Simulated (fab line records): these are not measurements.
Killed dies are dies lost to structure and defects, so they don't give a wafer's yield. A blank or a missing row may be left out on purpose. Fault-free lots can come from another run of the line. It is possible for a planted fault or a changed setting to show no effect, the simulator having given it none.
Which tool was responsible? ; flow gf180mcu ; 24 lots, 72 wafers sampled, at 6 steps of a route of 602

## WHAT EACH GAUGE READ, for each wafer
GF_STI_THK_MEAS_30. Usual: STI_OXIDATION_02_THK 10.09 nm, standard deviation 0.15.
lot;measured;on;STI_OXIDATION_02_THK (nm);flag
L074;day 2 14:11;filmMetro-01;10.17 10.32 10.15;
L075;day 2 14:13;filmMetro-03;9.97 10.29 10.08;
L076;day 2 19:40;filmMetro-03;10.19 10.09 9.95;
L077;day 3 04:04;filmMetro-01;9.95 9.99 9.98;
L078;day 3 05:10;filmMetro-02;10.13 10.18 10.15;
L079;day 3 11:25;filmMetro-02;10.17 10.09 10.07;
L080;day 3 15:06;filmMetro-03;10.13 10.28 10.29;
L081;day 3 19:55;filmMetro-02;10.42 10.45 10.40;
L082;day 3 23:53;filmMetro-03;10.34 10.32 10.36;
L083;day 4 05:41;filmMetro-02;9.97 9.99 10.05;
L084;day 4 10:55;filmMetro-03;10.21 10.16 10.13;
L085;day 4 15:55;filmMetro-02;10.12 10.09 10.01;
L086;day 4 20:00;filmMetro-02;9.87 10.05 10.04;
L087;day 5 01:55;filmMetro-03;9.98 10.23 10.24;
L088;day 5 06:55;filmMetro-03;10.18 10.37 10.25;
L089;day 5 11:10;filmMetro-03;10.06 10.13 10.08;
L090;day 5 17:02;filmMetro-01;10.03 10.03 9.98;
L091;day 5 22:37;filmMetro-01;10.08 10.26 10.13;
L092;day 6 04:01;filmMetro-02;10.09 9.86 10.18;
L093;day 6 08:22;filmMetro-02;9.94 10.22 10.15;
L094;day 6 13:54;filmMetro-01;10.00 9.91 10.08;
L095;day 6 19:02;filmMetro-02;10.05 10.06 10.17;
L096;day 7 01:19;filmMetro-02;10.07 9.73 9.88;
L097;day 7 06:13;filmMetro-03;9.69 9.93 9.92;

GF_POLY_GATE_OVL_MEAS_11. Usual: POLY_GATE_OVL -3 nm, standard deviation 5.4.
lot;measured;on;POLY_GATE_OVL (nm);flag
L074;day 9 20:44;overlay-01;-11 -6 -11;
L075;day 10 00:00;overlay-01;-2 -3 3;
L076;day 10 04:23;overlay-02;-14 2 -6;
L077;day 10 17:05;overlay-02;6 1 -2;
L078;day 10 19:35;overlay-02;-5 -8 -8;
L079;day 11 04:08;overlay-02;-8 -4 -16;
L080;day 11 08:35;overlay-02;-1 -5 -8;
L081;day 11 22:14;overlay-01;4 0 -4;
L082;day 11 22:41;overlay-02;1 0 1;
L083;day 12 10:21;overlay-01;-1 -5 0;
L084;day 12 14:51;overlay-01;-12 1 -12;
L085;day 13 00:00;overlay-01;-4 -3 -3;
L086;day 13 01:50;overlay-01;-11 -12 1;
L087;day 13 11:29;overlay-01;-9 -7 -14;
L088;day 13 17:53;overlay-02;-11 1 -4;
L089;day 14 00:29;overlay-02;5 1 -2;
L090;day 14 07:25;overlay-01;-4 2 -5;
L091;day 14 16:35;overlay-01;7 -4 -2;
L092;day 14 20:37;overlay-02;-7 6 1;
L093;day 15 02:11;overlay-02;7 3 5;
L094;day 15 12:02;overlay-02;1 -5 -12;
L095;day 15 17:59;overlay-02;-3 -3 -5;
L096;day 16 02:23;overlay-01;-4 -2 -3;
L097;day 16 11:48;overlay-02;-10 -4 0;

GF_SAB_CD_MEAS_09 targets a cd of 420 nm. Usual: 419.8 nm for cdNm, sd 2.
lot;measured;on;cdNm (nm);flag
L074;day 15 23:44;cdSem-02;419.8 417.6 419.2;
L075;day 16 07:32;cdSem-01;418.2 419.1 418.1;
L076;day 16 12:22;cdSem-01;422.0 421.3 419.0;
L077;day 17 04:22;cdSem-02;417.2 417.8 418.9;
L078;day 17 15:59;cdSem-01;420.2 420.4 419.4;
L079;day 17 23:37;cdSem-01;422.1 423.9 420.5;
L080;day 17 23:43;cdSem-02;418.7 418.9 417.9;
L081;day 18 15:16;cdSem-01;419.3 419.4 418.2;
L082;day 18 15:41;cdSem-01;420.6 420.0 420.7;
L083;day 19 06:38;cdSem-02;422.1 422.3 422.1;
L084;day 19 14:35;cdSem-01;419.1 418.7 419.2;
L085;day 20 00:47;cdSem-01;419.9 420.1 420.9;
L086;day 20 02:23;cdSem-02;421.6 420.7 419.9;
L087;day 20 13:10;cdSem-02;418.0 417.6 417.2;
L088;day 20 19:21;cdSem-02;418.8 421.3 421.1;
L089;day 21 07:28;cdSem-02;418.4 417.5 417.8;
L090;day 21 12:34;cdSem-01;422.3 421.4 420.6;
L091;day 21 23:01;cdSem-02;414.2 416.0 415.1;
L092;day 22 03:49;cdSem-01;421.1 419.9 421.2;
L093;day 22 10:16;cdSem-01;419.5 419.6 422.6;
L094;day 22 19:19;cdSem-02;420.2 423.9 422.7;
L095;day 23 03:06;cdSem-02;419.2 420.0 418.2;
L096;day 23 10:56;cdSem-01;419.0 415.6 417.6;
L097;day 23 20:49;cdSem-01;420.2 419.1 421.8;

GF_V4_RS_MEAS_24: measurement is done with a four-point probe. Usual: V4_W_RS 0.324 ohm/sq, standard deviation 0.0042.
lot;measured;on;V4_W_RS (ohm/sq);flag
L074;day 25 09:40;filmMetro-01;0.320 0.320 0.328;
L075;day 25 19:35;filmMetro-04;0.317 0.325 0.317;
L076;day 25 20:39;filmMetro-03;0.318 0.327 0.321;
L077;day 26 12:23;filmMetro-04;0.320 0.330 0.320;
L078;day 26 22:46;filmMetro-01;0.322 0.321 0.323;
L079;day 27 04:00;filmMetro-03;0.318 0.328 0.319;
L080;day 27 04:03;filmMetro-01;0.331 0.324 0.327;
L081;day 27 19:47;filmMetro-03;0.327 0.319 0.328;
L082;day 27 20:18;filmMetro-03;0.318 0.319 0.320;
L083;day 28 07:15;filmMetro-04;0.324 0.326 0.324;
L084;day 28 12:16;filmMetro-04;0.316 0.321 0.329;
L085;day 28 22:55;filmMetro-04;0.327 0.324 0.322;
L086;day 28 23:20;filmMetro-01;0.321 0.328 0.321;
L087;day 29 07:33;filmMetro-01;0.326 0.337 0.325;
L088;day 29 11:09;filmMetro-04;0.324 0.323 0.321;
L089;day 29 20:31;filmMetro-01;0.319 0.320 0.322;
L090;day 30 03:29;filmMetro-03;0.321 0.320 0.322;
L091;day 30 11:43;filmMetro-03;0.325 0.326 0.325;
L092;day 30 15:26;filmMetro-03;0.326 0.325 0.325;
L093;day 30 17:34;filmMetro-04;0.327 0.323 0.322;
L094;day 31 01:14;filmMetro-01;0.322 0.326 0.327;
L095;day 31 09:07;filmMetro-03;0.322 0.322 0.326;
L096;day 31 14:16;filmMetro-04;0.327 0.326 0.324;
L097;day 31 23:17;filmMetro-04;0.329 0.324 0.329;

## WHAT TOOL EACH LOT RAN ON (gives the tool, then ch and the chambers of the sampled wafers, and finally the start)
lot;GF_M4_SPUTTER_03;GF_V4_STRIP_18
L074;pvdSputter-02, day 23 13:28;plasmaAsher-01 ch 0,1, day 25 08:55
L075;pvdSputter-02, day 23 23:19;plasmaAsher-01 ch 0,1, day 25 18:47
L076;pvdSputter-01, day 24 01:04;plasmaAsher-01 ch 0,1, day 25 19:47
L077;pvdSputter-02, day 24 16:12;plasmaAsher-03 ch 0,1, day 26 11:37
L078;pvdSputter-02, day 25 01:35;plasmaAsher-01 ch 0, day 26 22:01
L079;pvdSputter-01, day 25 06:45;plasmaAsher-04 ch 0,1, day 27 03:16
L080;pvdSputter-02, day 25 07:42;plasmaAsher-03 ch 0,1, day 27 03:18
L081;pvdSputter-01, day 25 23:44;plasmaAsher-01 ch 0,1, day 27 19:01
L082;pvdSputter-02, day 25 23:48;plasmaAsher-01 ch 0,1, day 27 19:30
L083;pvdSputter-01, day 26 12:08;plasmaAsher-03 ch 0,1, day 28 06:27
L084;pvdSputter-01, day 26 17:42;plasmaAsher-01 ch 0,1, day 28 11:31
L085;pvdSputter-01, day 27 03:56;plasmaAsher-04 ch 0,1, day 28 22:08
L086;pvdSputter-02, day 27 04:19;plasmaAsher-03 ch 0,1, day 28 22:34
L087;pvdSputter-04, day 27 13:31;plasmaAsher-01 ch 0,1, day 29 06:49
L088;pvdSputter-01, day 27 17:25;plasmaAsher-01 ch 0,1, day 29 10:24
L089;pvdSputter-04, day 28 03:11;plasmaAsher-01 ch 0,1, day 29 19:45
L090;pvdSputter-04, day 28 09:23;plasmaAsher-04 ch 0,1, day 30 02:43
L091;pvdSputter-02, day 28 17:16;plasmaAsher-03 ch 0,1, day 30 10:58
L092;pvdSputter-02, day 28 22:01;plasmaAsher-01 ch 0,1, day 30 14:41
L093;pvdSputter-02, day 29 00:17;plasmaAsher-03 ch 0,1, day 30 16:49
L094;pvdSputter-02, day 29 08:41;plasmaAsher-04 ch 0,1, day 31 00:29
L095;pvdSputter-01, day 29 16:43;plasmaAsher-03 ch 0, day 31 08:22
L096;pvdSputter-04, day 29 22:26;plasmaAsher-01 ch 0,1, day 31 13:30
L097;pvdSputter-04, day 30 08:29;plasmaAsher-01 ch 0,1, day 31 22:32
- GF_M4_SPUTTER_03: material Ti, target thk 10 nm, time 6.7 s.
- GF_V4_STRIP_18: strips in O2/N2.

## AS READ BY THE TOOLS THEMSELVES (means over the sampled wafers that have a number; for cases with no such wafer, the mark the record gives instead)
GF_M4_SPUTTER_03. Usual: 29.9 % for throttleValvePct, sd 0.75.
lot;tool;throttleValvePct (%);flag
L074;pvdSputter-02;30.3;
L075;pvdSputter-02;29.9;
L076;pvdSputter-01;30.7;
L077;pvdSputter-02;30.0;
L078;pvdSputter-02;30.0;
L079;pvdSputter-01;29.7;
L080;pvdSputter-02;29.8;
L081;pvdSputter-01;29.8;
L082;pvdSputter-02;30.1;
L083;pvdSputter-01;30.5;
L084;pvdSputter-01;30.7;
L085;pvdSputter-01;29.5;
L086;pvdSputter-02;29.8;
L087;pvdSputter-04;29.7;
L088;pvdSputter-01;30.2;
L089;pvdSputter-04;29.0;
L090;pvdSputter-04;29.3;
L091;pvdSputter-02;29.6;
L092;pvdSputter-02;29.7;
L093;pvdSputter-02;30.0;
L094;pvdSputter-02;29.7;
L095;pvdSputter-01;29.6;
L096;pvdSputter-04;29.7;
L097;pvdSputter-04;29.4;

GF_V4_STRIP_18. Usual: drypumpMotorCurrentA 5.7 A, standard deviation 0.49; heaterPowerW 325 W, standard deviation 10; oesProductAu 0.594 a.u., standard deviation 0.0046.
lot;tool;drypumpMotorCurrentA (A);heaterPowerW (W);oesProductAu (a.u.);flag
L074;plasmaAsher-01;5.7;326;0.597;
L075;plasmaAsher-01;5.4;328;0.587;
L076;plasmaAsher-01;5.7;326;0.588;
L077;plasmaAsher-03;5.9;321;0.592;
L078;plasmaAsher-01;5.2;321;0.596;
L079;plasmaAsher-04;6.5;331;0.591;
L080;plasmaAsher-03;5.9;325;0.592;
L081;plasmaAsher-01;5.7;330;0.593;
L082;plasmaAsher-01;5.4;326;0.592;
L083;plasmaAsher-03;5.9;316;0.593;
L084;plasmaAsher-01;5.4;325;0.596;
L085;plasmaAsher-04;6.5;333;0.592;
L086;plasmaAsher-03;5.9;325;0.596;
L087;plasmaAsher-01;5.7;323;0.589;
L088;plasmaAsher-01;5.5;323;0.593;
L089;plasmaAsher-01;5.4;326;0.597;
L090;plasmaAsher-04;6.3;341;0.594;
L091;plasmaAsher-03;5.9;327;0.596;
L092;plasmaAsher-01;5.5;330;0.593;
L093;plasmaAsher-03;5.9;328;0.592;
L094;plasmaAsher-04;6.3;333;0.594;
L095;plasmaAsher-03;6.2;326;0.596;
L096;plasmaAsher-01;5.4;326;0.591;
L097;plasmaAsher-01;5.7;322;0.599;

## THE ANSWER, worked out from the rows above alone
Rule: a lot is off if the mean of its wafers that have a number lies more than 3 standard deviations from the usual mean. A lot without any number at a reading at which 4 lots or more have one is off too. The other lots that the step has rows for count as sound. First the gauges in route order, then the tools' own readings, where a lot's mean is used as printed above. At the first step where some lot is off, the reading lying furthest off is the one used; lots without a number count as furthest.
No lot is off at any reading shown: from this, nothing can be told.

## WHAT THE SIMULATOR HAD PUT IN
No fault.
